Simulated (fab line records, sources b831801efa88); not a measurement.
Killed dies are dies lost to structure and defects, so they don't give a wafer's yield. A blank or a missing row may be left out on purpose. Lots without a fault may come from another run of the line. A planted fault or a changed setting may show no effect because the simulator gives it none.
fab line records | flow gf180mcu | part 2 of 2: steps 27 to 38 of 38
record lots=5 wafers=15 last_day=33
route steps=602 shown VT_IMPLANT@109 MVSD@136 NWELL@137 LVPWELL@138 MVPSD@139 DUAL_GATE@141
lots that met no fault: from a run of the same line without faults
start_h: hours from the record's first day to the start of the lot's first wafer shown | wait_h: hours since the lot's step before | " the same as in the row above | L1.1+2: a row that stands for several wafers | - no value, or no start given | * or withheld: withheld | < > ~ a bound
route shown NAME@n: a module of which the file shows steps, and the number in the route of the first | usual: mean/standard deviation of fault-free wafers | same: alike in all rows | chamber/n: place in a boat | sites: the reading at each site | _std_site: their standard deviation | _edge_site: outer sites' mean less inner sites' | radius_mm: how far each site lies from the wafer's centre | mask NAME#n: copy n | behind: the tool/chamber that last shaped the wafer | hold: why the lot was held/for how many hours/how that ended | device: the transistor (n, p or np) that didn't switch | end of line: the same wafers' tests at the end of the route | a step without rows: its recipe alone | killed: dies lost to structure and defects at the first sort, not the wafer's yield | map: a wafer's dies, x killed, . not, _ none there
set.NAME: the setting as run; set.NAME@STEP: as run at that earlier step | model.NAME: the simulator's own value behind a step, which no gauge read
lots at some steps of the route; a table a step, a row a wafer
services: from which hour (start_h, from the record's first day; less than 0 if before it) a tool's chamber was out of use, for how many hours, and why
## steps
# step GF_VT_IMPLANT_RTA_45
# recipe temp_c=1050 time_s=30 ambient=N2
# usual lamp_power_pct=38.1/1.1 wafer_temp_C_max=1053.6/0.86
# columns lot.wafer tool chamber start_h wait_h lamp_power_pct wafer_temp_C_max
L074.2 rtp_anneal-02 0 158.43 0.0 37.4 1053.2
L074.3 " 0 " " 37.3 1054.8
L074.5 " 0 " " 37.3 1054.1
L078.1 rtp_anneal-02 0 181.31 0.0 37.3 1054.2
L078.2 " 0 " " 37.3 1053.3
L078.5 " 0 " " 37.2 1053.8
L079.2 rtp_anneal-02 0 191.63 0.0 37.3 1052.8
L079.3 " 0 " " 37.3 1054.7
L079.5 " 0 " " 37.3 1053.6
L086.2 rtp_anneal-01 0 237.67 0.0 39.5 1054.7
L086.3 " 0 " " 39.5 1053.4
L086.5 " 0 " " 39.5 1052.7
L091.2 rtp_anneal-02 0 274.54 0.0 37.3 1053.6
L091.3 " 0 " " 37.3 1054.3
L091.4 " 0 " " 37.3 1053.7
# step GF_VT_IMPLANT_RS_MEAS_46
# recipe thk_meas_gauge=four-point-probe
# usual MVSD_RS=458.7/1.3
# columns lot.wafer tool chamber start_h wait_h MVSD_RS[ohm/sq]
L074.2 film_metro-04 - 158.53 0.1 458.8
L074.3 " - " " 459.4
L074.5 " - " " 460.2
L078.1 film_metro-03 - 181.41 0.1 458.4
L078.2 " - " " 460.0
L078.5 " - " " 458.1
L079.2 film_metro-04 - 191.73 0.1 457.5
L079.3 " - " " 458.2
L079.5 " - " " 457.8
L086.2 film_metro-01 - 237.78 0.1 457.2
L086.3 " - " " 459.5
L086.5 " - " " 458.1
L091.2 film_metro-04 - 274.64 0.1 460.2
L091.3 " - " " 460.7
L091.4 " - " " 460.2
# step GF_VT_IMPLANT_RS_MEAS_47
# recipe thk_meas_gauge=four-point-probe
# usual NWELL_RS=488.3/1.4
# columns lot.wafer tool chamber start_h wait_h NWELL_RS[ohm/sq]
L074.2 film_metro-04 - 158.65 0.1 489.2
L074.3 " - " " 488.9
L074.5 " - " " 488.6
L078.1 film_metro-03 - 181.53 0.1 488.3
L078.2 " - " " 487.5
L078.5 " - " " 488.4
L079.2 film_metro-04 - 191.85 0.1 488.1
L079.3 " - " " 489.2
L079.5 " - " " 489.0
L086.2 film_metro-01 - 237.90 0.1 486.7
L086.3 " - " " 487.2
L086.5 " - " " 487.3
L091.2 film_metro-04 - 274.76 0.1 491.4
L091.3 " - " " 490.3
L091.4 " - " " 489.7
# step GF_VT_IMPLANT_RS_MEAS_48
# recipe thk_meas_gauge=four-point-probe
# usual LVPWELL_RS=1199/3.1
# columns lot.wafer tool chamber start_h wait_h LVPWELL_RS[ohm/sq]
L074.2 film_metro-04 - 158.77 0.1 1194
L074.3 " - " " 1194
L074.5 " - " " 1197
L078.1 film_metro-03 - 181.65 0.1 1198
L078.2 " - " " 1198
L078.5 " - " " 1196
L079.2 film_metro-04 - 191.97 0.1 1197
L079.3 " - " " 1199
L079.5 " - " " 1196
L086.2 film_metro-01 - 238.02 0.1 1198
L086.3 " - " " 1198
L086.5 " - " " 1201
L091.2 film_metro-04 - 274.88 0.1 1206
L091.3 " - " " 1207
L091.4 " - " " 1202
# step GF_VT_IMPLANT_RS_MEAS_49
# recipe thk_meas_gauge=four-point-probe
# usual MVPSD_RS=1171/3.1
# columns lot.wafer tool chamber start_h wait_h MVPSD_RS[ohm/sq]
L074.2 film_metro-04 - 158.89 0.1 1172
L074.3 " - " " 1169
L074.5 " - " " 1172
L078.1 film_metro-03 - 181.77 0.1 1167
L078.2 " - " " 1168
L078.5 " - " " 1168
L079.2 film_metro-04 - 192.09 0.1 1174
L079.3 " - " " 1175
L079.5 " - " " 1174
L086.2 film_metro-01 - 238.14 0.1 1174
L086.3 " - " " 1172
L086.5 " - " " 1174
L091.2 film_metro-04 - 275.00 0.1 1174
L091.3 " - " " 1173
L091.4 " - " " 1168
# step GF_VT_IMPLANT_WET_ETCH_50
# recipe chemistry=dHF target_depth_nm=20 target=SiO2 temp_c=25 dilution=100:1 time_s=386.5
# columns lot.wafer tool chamber start_h wait_h
L074.2+3+5 wet_bench-04 2 158.99 0.1
L078.1+2+5 wet_bench-02 0 181.89 0.1
L079.2+3+5 wet_bench-03 3 192.19 0.1
L086.2+3+5 wet_bench-04 2 238.24 0.1
L091.2+3+4 wet_bench-04 2 275.10 0.1
# step GF_DUAL_GATE_CLEAN_00
# recipe chemistry=SC1/SC2 mix=1:4:20 temp_c=70 time_s=150
# columns lot.wafer tool chamber start_h wait_h
L074.2+3+5 wet_bench-03 1 159.12 0.0
L078.1+2+5 wet_bench-04 2 182.01 0.0
L079.2+3+5 wet_bench-04 1 192.31 0.0
L086.2+3+5 wet_bench-02 0 238.37 0.0
L091.2+3+4 wet_bench-03 1 275.24 0.0
# step GF_DUAL_GATE_CLEAN_01
# recipe chemistry=dHF time_s=20 dilution=100:1 dry=ipa_marangoni
# columns lot.wafer tool chamber start_h wait_h
L074.2+3+5 wet_bench-02 0 159.17 0.0
L078.1+2+5 wet_bench-02 3 182.07 0.0
L079.2+3+5 wet_bench-03 1 192.37 0.0
L086.2+3+5 wet_bench-04 3 238.42 0.0
L091.2+3+4 wet_bench-04 0 275.29 0.0
# step GF_DUAL_GATE_OXIDATION_02
# recipe temp_c=900 ambient=O2 stabilise_s=600 purge_s=300 target_thk_a=108.87 ox_time_s=1602
# usual zone_power_upper_pct=19.5/0.57
# same purge_s=300
# columns lot.wafer tool chamber start_h wait_h zone_power_upper_pct
L074.2 furnace-02 0 159.58 0.4 19.1
L074.3 " 0 " " 18.7
L074.5 " 0 " " 18.9
L078.1 furnace-01 0 183.95 1.9 20.1
L078.2 " 0 " " 20.3
L078.5 " 0 " " 20.0
L079.2 furnace-01 0 193.11 0.7 19.8
L079.3 " 0 " " 20.0
L079.5 " 0 " " 20.5
L086.2 furnace-02 0 238.43 0.0 18.9
L086.3 " 0 " " 18.7
L086.5 " 0 " " 18.9
L091.2 furnace-01 0 275.31 0.0 20.2
L091.3 " 0 " " 20.1
L091.4 " 0 " " 19.8
# step GF_DUAL_GATE_THK_MEAS_03
# recipe reads=SiO2_of_DUAL_GATE_OXIDATION_02
# usual DUAL_GATE_OXIDATION_00_THK=10.95/0.22
# columns lot.wafer tool chamber start_h wait_h DUAL_GATE_OXIDATION_00_THK[nm]
L074.2 film_metro-02 - 161.04 0.0 10.52
L074.3 " - " " 10.72
L074.5 " - " " 10.53
L078.1 film_metro-02 - 185.40 0.0 11.13
L078.2 " - " " 11.24
L078.5 " - " " 11.20
L079.2 film_metro-03 - 194.57 0.0 10.85
L079.3 " - " " 10.83
L079.5 " - " " 10.96
L086.2 film_metro-03 - 239.89 0.0 10.90
L086.3 " - " " 10.65
L086.5 " - " " 10.54
L091.2 film_metro-03 - 276.76 0.0 10.83
L091.3 " - " " 10.83
L091.4 " - " " 10.80
# step GF_DUAL_GATE_DEHYDRATE_04
# recipe temp_c=200 time_s=60
# usual exhaust_pa=45.2/0.85
# columns lot.wafer tool chamber start_h wait_h exhaust_pa
L074.2 litho_track-01 0 168.36 7.3 45.3
L074.3 " 0 " " 44.9
L074.5 " 0 " " 45.7
L078.1 litho_track-01 0 192.93 7.5 46.3
L078.2 " 0 " " 43.7
L078.5 " 0 " " 46.2
L079.2 litho_track-02 0 202.44 7.9 45.7
L079.3 " 0 " " 46.4
L079.5 " 0 " " 46.0
L086.2 litho_track-03 0 248.25 8.4 44.5
L086.3 " 0 " " 44.9
L086.5 " 0 " " 45.2
L091.2 litho_track-01 0 285.46 8.7 44.5
L091.3 " 0 " " 44.9
L091.4 " 0 " " 45.9
# step GF_DUAL_GATE_HMDS_05
# recipe prime_time_s=60 prime_temp_c=120
# usual exhaust_pa=45.0/0.84 prime_temp_c=120.02/0.12
# same prime_time_s=60
# columns lot.wafer tool chamber start_h wait_h exhaust_pa prime_temp_c
L074.2 litho_track-01 0 168.51 0.1 46.7 119.99
L074.3 " 0 " " 46.0 119.84
L074.5 " 0 " " 44.8 120.08
L078.1 litho_track-01 0 193.08 0.1 45.2 119.91
L078.2 " 0 " " 45.5 120.02
L078.5 " 0 " " 45.8 120.00
L079.2 litho_track-02 0 202.59 0.1 45.3 119.98
L079.3 " 0 " " 44.5 119.92
L079.5 " 0 " " 45.1 120.05
L086.2 litho_track-03 0 248.40 0.1 45.3 119.86
L086.3 " 0 " " 45.2 120.09
L086.5 " 0 " " 46.4 119.83
L091.2 litho_track-01 0 285.61 0.1 45.2 119.91
L091.3 " 0 " " 46.3 120.01
L091.4 " 0 " " 45.1 119.97
## services
# columns tool chamber start_h hours kind
plasma_asher-02 - 108.75 9.0 pm
plasma_asher-02 0 108.75 9.0 vent_cycle
plasma_asher-02 1 108.75 9.0 vent_cycle
implanter-03 - 112.12 1.4 repair
plasma_asher-02 0 117.75 - clean
plasma_asher-02 1 117.75 - clean
plasma_asher-01 - 144.55 1.6 repair
iline_stepper-02 - 147.08 1.7 pm
iline_stepper-01 - 152.12 1.7 pm
furnace-01 - 170.71 3.9 pm
implanter-03 - 175.30 11.8 pm
iline_stepper-02 - 184.79 12.6 repair
wet_bench-02 - 187.06 3.4 repair
iline_stepper-02 - 188.08 1.1 repair
furnace-02 - 189.64 3.5 pm
implanter-02 - 197.26 5.7 repair
plasma_asher-01 - 213.72 3.4 repair
wet_bench-03 - 234.46 0.5 repair
implanter-02 - 253.51 4.6 repair
plasma_asher-03 - 253.60 1.3 repair
plasma_asher-02 - 257.66 4.3 pm
wet_bench-02 - 273.92 7.3 repair
implanter-04 - 274.64 3.1 repair
